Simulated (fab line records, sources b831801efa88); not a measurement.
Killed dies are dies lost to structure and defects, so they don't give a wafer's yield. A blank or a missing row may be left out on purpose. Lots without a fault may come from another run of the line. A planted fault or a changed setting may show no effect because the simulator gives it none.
Problem report in the 8D (eight disciplines) form, filled by code | flow gf180mcu | the parts of the form that need people (team, actions taken, sign-off) are left out

1. THE PROBLEM
NSD_RS at GF_PSD_RS_MEAS_14 reads a mean of 45.19 ohm/sq on 9 wafers of 3 lots; wafers without a fault read 46.14 ohm/sq with a standard deviation of 0.09. That is -11 standard deviations from the usual mean.
The step: measures by four-point-probe.
First seen on wafer L843.1, day 20 05:07, on film_metro-02. The record holds 39 wafers of 13 lots with a number at this step. Rule for "out", or "out of limits": more than 4 standard deviations from the usual mean. The other wafers with a number count as sound.

2. WHAT IT IS AND WHAT IT IS NOT
question                    | is                     | is not
which readings at this step | NSD_RS                 | -
which lots                  | L843, L844, L846       | L827, L829, L830, L831, L832, L834, L842, L845, L847, L850
which wafers of those lots  | all that have a number | -
read on which gauges        | film_metro-02          | film_metro-01, film_metro-04
when                        | from day 20 05:07      | up to then (21 sound wafers); but 9 sound wafers of L845, L847, L850 came after

3. SUSPECTS, AND WHAT RULES EACH OUT
Counting: a tool at a process step up to the reading stays a suspect if it ran every lot that is out and no sound lot after the first of them.
- the gauge at GF_PSD_RS_MEAS_14: ruled out. All the wafers that are out were read on film_metro-02, but those of them that GF_PSD_RTA_13 has rows for are out there too, on other tools.
- rtp_anneal-02 at GF_PSD_RTA_13 (time 20 s): kept. It ran every lot that is out, first L843 (day 20 05:01), and no sound lot after that; its last sound lot up to then is L842 (day 19 21:32). Its own readings are out on those wafers: wafer_temp_C_max.
Left after counting: rtp_anneal-02 at GF_PSD_RTA_13.

4. THE CAUSE (what the simulator had put in)
Process parameter drift: rtp_anneal-02, from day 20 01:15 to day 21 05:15, at GF_PSD_RTA_13. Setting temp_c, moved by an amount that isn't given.
Counting left only this tool.

5. THE CHAIN OF EFFECTS, in route order
Each row: a reading whose mean over the struck wafers that have a number lies more than 3 standard deviations from the usual. Only readings for which the record gives a usual standard deviation are gone through. hours: the time from each lot's start at the first step in this table that gives one to its start at this step, as a median over the lots. sigmas: the change in usual standard deviations.
hours | step              | reading          | usual         | on struck wafers | change | sigmas
0     | GF_PSD_RTA_13     | wafer_temp_C_max | 1028.2        | 1034.8           | +6.6   | +5.5
0     | GF_PSD_RS_MEAS_14 | NSD_RS           | 46.14 ohm/sq  | 45.19            | -0.95  | -11
0     | GF_PSD_RS_MEAS_15 | PSD_RS           | 108.53 ohm/sq | 104.75           | -3.78  | -15
The process steps in it:
- GF_PSD_RTA_13: time 20 s.

6. WHAT WOULD HAVE CAUGHT IT SOONER
In this record the first reading out of limits at a measuring or inspecting step was taken at day 20 05:07, 4 hours after the fault began at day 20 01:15.
The tool's own readings at GF_PSD_RTA_13 were out on every struck wafer that the step has a row for (wafer_temp_C_max): an alarm limit on them would have fired on the first of those.
Of the lots that are out (3), L844, L846 began GF_PSD_RTA_13 on rtp_anneal-02 after day 20 05:07. A hold on the tool at that time would have spared those 2.
